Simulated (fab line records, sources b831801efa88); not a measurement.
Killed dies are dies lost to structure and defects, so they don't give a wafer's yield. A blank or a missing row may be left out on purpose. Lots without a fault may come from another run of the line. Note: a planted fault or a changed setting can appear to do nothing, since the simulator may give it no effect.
Struck lot and sound lot, side by side ; flow sky130 ; 18 steps out of a route of 708
Sound: the wafers L310.1, L310.3, L310.4. The struck wafers were L317.2, L317.4, L317.6. Last of all comes the cause.
Order at every step that has rows: each side's tool, ch and its chambers, its first start. Under that, the readings that differ: sound wafers ; struck wafers ; difference of the means ; sigmas: that difference in standard deviations of wafers without a fault.
alike: readings with means less than 2 such deviations apart, plus words and numbers identical on both sides. not compared: withheld readings, readings lacking a value on some wafer, bounds such as >300 that could conceal the same value, and numbers that have no deviation in the record and whose values overlap.
The two part at a step that has a row with sigmas, a row that says differs or no value, or rows on one side only. Non-overlapping numbers with no deviation appear without sigmas and do not part them. A reading missing from all wafers of one side parts the sides only when that side holds two or more wafers.

first, 3 steps without rows for these wafers: SKY_SONOS_ONO_WET_ETCH_18 (etches Si3N4 in H3PO4, target depth 15 nm, time 172 s); SKY_GATE_OXIDE_CLEAN_00 (cleans in SC1/SC2, time 150 s); SKY_GATE_OXIDE_OXIDATION_01 (stabilise 600 s, purge 300 s, target thk 10.268 nm).
SKY_GATE_OXIDE_THK_MEAS_02:
  sound on filmMetro-02 at day 15 18:35; struck on filmMetro-03 at day 18 15:45
  alike: GATE_OXIDE_OXIDATION_00_THK
then, 7 steps without rows for these wafers: SKY_GATE_OXIDE_DEHYDRATE_03 (time 60 s); SKY_GATE_OXIDE_HMDS_04 (prime time 60 s); SKY_GATE_OXIDE_COAT_05 (resist thk 1140 nm); SKY_GATE_OXIDE_SOFTBAKE_06 (time 60 s); SKY_GATE_OXIDE_EXPOSE_07 (exposes mask LVOM, target cd 600 nm); SKY_GATE_OXIDE_PEB_08; SKY_GATE_OXIDE_DEVELOP_09 (develop time 58.9 s).
SKY_GATE_OXIDE_OVL_MEAS_10:
  sound on overlay-01 at day 16 22:04; struck on overlay-01 at day 19 22:05
  alike: GATE_OXIDE_OVL
SKY_GATE_OXIDE_IMPLANT_11:
  sound on implanter-04 ch 0, day 16 22:07; struck on implanter-01 ch 0, day 19 22:08
reading;sound;struck;difference;sigmas
beamEnergyKeV;9.999 10.005 9.998;8.368 8.366 8.366;-1.634;-99 or more
model.implant.rpNm (nm);32.78 32.78 32.78;27.68 27.68 27.68;-5.10;
model.implant.drpNm (nm);17.11 17.11 17.11;15.11 15.11 15.11;-2.00;
then, 1 step without rows for these wafers: SKY_GATE_OXIDE_WET_ETCH_12 (etches SiO2 in dHF, target depth 16.8 nm, time 336 s).
SKY_GATE_OXIDE_STRIP_13: strips in O2/N2.
  sound on plasmaAsher-03 ch 0,1, day 16 22:22; struck on plasmaAsher-03 ch 0,1, day 19 22:22
reading;sound;struck;difference;sigmas
o2FlowSccm (sccm);2988 2991 2999;3009 3018 3008;+19;+2
stripTimeToEndpointS (s);14.29 14.28 14.30;14.12 14.18 14.18;-0.13;-3
  alike: chamberPressureMTorr, drypumpMotorCurrentA, oesProductAu
  not compared: rfHoursCounterH
SKY_GATE_OXIDE_TW_MEAS_14:
  sound on filmMetro-03 at day 16 22:28; struck on filmMetro-01 at day 19 22:31
reading;sound;struck;difference;sigmas
GATE_OXIDE_TW;223.5 223.3 224.0;213.9 213.6 213.8;-9.8;-6
then, 1 step without rows for these wafers: SKY_GATE_OXIDE_CLEAN_15 (cleans in SC1/SC2, time 150 s).
-- record jumps: 30 days separate the struck wafers' starts on either side; left off in module GATE_OXIDE, taken up again in module PAD_OPEN, whose first shown step is the route's number 708 --
SKY_PAD_OPEN_PROBE_99:
  sound on prober-02 at day 48 01:05; struck on prober-01 at day 49 19:22
reading;sound;struck;difference;sigmas
model.etest.pfet_01v8_lvt.offLog10AUm;-9.146 -9.155 -9.231;-9.834 -9.76 -9.808;-0.623;
model.etest.pfet_01v8_lvt.vtSatV (V);-0.4609 -0.4615 -0.4612;-0.4937 -0.4888 -0.4913;-0.0301;
model.etest.pfet_01v8_lvt.vtV (V);-0.5522 -0.5486 -0.5485;-0.5731 -0.5694 -0.5693;-0.0208;
model.etest.pfet_01v8_lvt.vtLongV (V);-0.6653 -0.6663 -0.6641;-0.6858 -0.6839 -0.6831;-0.0190;
model.etest.nfet_01v8.vtLongV (V);0.5452 0.5523 0.544;0.5588 0.5558 0.5567;+0.0099;
model.etest.nfet_01v8_lvt.vtLongV (V);0.4423 0.4455 0.4411;0.4563 0.4554 0.4555;+0.0128;
model.etest.pfet_01v8_lvt.bodyRiseV (V);-0.2053 -0.2041 -0.203;-0.1983 -0.1959 -0.1968;+0.0071;
  alike: killed_at_M0_to_M3, killed_at_M4_up, killedAtContacts, killedAtFrontEnd, killedAtOther, killedDies, killedOpen, killedShort
  not compared: model.etest.pfet_01v8_lvt.driveUaUm

## WHERE THEY PART
First at SKY_GATE_OXIDE_IMPLANT_11; last, within this record, at SKY_GATE_OXIDE_TW_MEAS_14. Later steps at which nothing parts them and some readings are alike: SKY_PAD_OPEN_PROBE_99.

WHY: the cause the simulator had injected
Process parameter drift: implanter-01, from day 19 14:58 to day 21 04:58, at SKY_GATE_OXIDE_IMPLANT_11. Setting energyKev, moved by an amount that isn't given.
